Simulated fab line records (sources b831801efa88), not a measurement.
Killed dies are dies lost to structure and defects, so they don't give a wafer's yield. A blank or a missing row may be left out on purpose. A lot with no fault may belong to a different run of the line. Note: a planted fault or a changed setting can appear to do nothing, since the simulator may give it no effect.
Comparing a struck lot with a sound one || flow sky130 || 17 out of 708 route steps
Sound: the wafers L915.3, L915.5, L915.6. Struck: wafers L907.1, L907.2, L907.3. The cause is given at the end.
Per side, at each step with rows, come the tool, then ch with its chambers, and then its first start. Under that, the readings that differ: sound wafers || struck wafers || difference of the means || sigmas: that difference in standard deviations of wafers without a fault.
alike: a reading whose means differ by less than 2 such deviations, as well as words and numbers matching on both sides. not compared: withheld readings; readings where some wafer has no value; bounds like >300 that might hide an equal value; numbers whose values overlap and for which the record gives no deviation.
Wherever a step has rows on one side only, a row that says differs or no value, or a row with sigmas, the two part there. Numbers that have no deviation but don't overlap get no sigmas and don't part them. Lack of a reading on every wafer of one side parts them only where that side has two or more wafers.

SKY_LDD_HVN_OVL_MEAS_07:
  sound on overlay-01 at day 27 11:44; struck on overlay-02 at day 25 00:10
  alike: LDD_HVN_OVL
following that, these wafers have no rows for 1 step: SKY_LDD_HVN_IMPLANT_08.
SKY_LDD_HVN_STRIP_09: strips in O2/N2.
  sound on plasma-asher-03 ch 0,1, day 27 11:56; struck on plasma-asher-03 ch 0,1, day 25 00:21
  alike: drypump-motor-current-A, oes-product-au, strip-time-to-endpoint-s
  not compared: rf-hours-counter-h
SKY_LDD_HVN_TW_MEAS_10:
  sound on film-metro-04 at day 27 12:04; struck on film-metro-02 at day 25 00:27
{"reading": "LDD_HVN_TW", "sound": "1464 1463 1457", "struck": "1419 1419 1414", "difference": -44, "sigmas": -2}
then, 7 steps without rows for these wafers: SKY_LDD_HVP_DEHYDRATE_00 (time 60 s); SKY_LDD_HVP_HMDS_01 (prime time 60 s); SKY_LDD_HVP_COAT_02 (resist thk 300 nm); SKY_LDD_HVP_SOFTBAKE_03 (time 60 s); SKY_LDD_HVP_EXPOSE_04 (exposes mask HVPTM, target cd 700 nm); SKY_LDD_HVP_PEB_05; SKY_LDD_HVP_DEVELOP_06 (develop time 60 s).
SKY_LDD_HVP_OVL_MEAS_07:
  sound on overlay-01 at day 28 15:48; struck on overlay-01 at day 26 05:06
  alike: LDD_HVP_OVL
SKY_LDD_HVP_IMPLANT_08:
  sound on implanter-01 ch 0, day 28 15:52; struck on implanter-02 ch 0, day 26 05:08
{"reading": "tilt-deg (degrees)", "sound": "17.904 17.909 17.916", "struck": "-0.002 -0.009 0.005", "difference": -17.912, "sigmas": "-99 or more"}
SKY_LDD_HVP_STRIP_09: strips in O2/N2.
  sound on plasma-asher-02 ch 0,1, day 28 16:01; struck on plasma-asher-02 ch 0,1, day 26 05:17
  alike: drypump-motor-current-A, oes-product-au, strip-time-to-endpoint-s
  not compared: rf-hours-counter-h
SKY_LDD_HVP_TW_MEAS_10:
  sound on film-metro-04 at day 28 16:05; struck on film-metro-04 at day 26 05:23
{"reading": "LDD_HVP_TW", "sound": "458 459 458", "struck": "411 412 411", "difference": -47, "sigmas": -8}
then, 1 step without rows for these wafers: SKY_LDD_LDN_DEHYDRATE_00 (time 60 s).
-- the record jumps here: 23 days lie between the struck wafers' starts before and after (it left off in module LDD_LDN and takes up again in module PAD_OPEN, whose first step shown is number 708 of the route) --
SKY_PAD_OPEN_PROBE_99:
  sound on prober-01 at day 50 08:47; struck on prober-01 at day 48 22:21
{"reading": "model.etest.tip_p_5v.rs-ohm-sq", "sound": "2848 2843 2872", "struck": "2689 2706 2691", "difference": -159, "sigmas": ""}
  alike: killed_at_M0_to_M3, killed_at_M4_up, killed-at-contacts, killed-at-front-end, killed-at-other, killed-dies, killed-on-rim, killed-open, killed-short
  not compared: model.etest.pfet-g5v0d10v5.drive-ua-um

== WHERE THEY PART ==
First at SKY_LDD_HVN_TW_MEAS_10; last, within this record, at SKY_LDD_HVP_TW_MEAS_10. Later steps at which nothing parts them and some readings are alike: SKY_PAD_OPEN_PROBE_99.

WHY: what the simulator had put in
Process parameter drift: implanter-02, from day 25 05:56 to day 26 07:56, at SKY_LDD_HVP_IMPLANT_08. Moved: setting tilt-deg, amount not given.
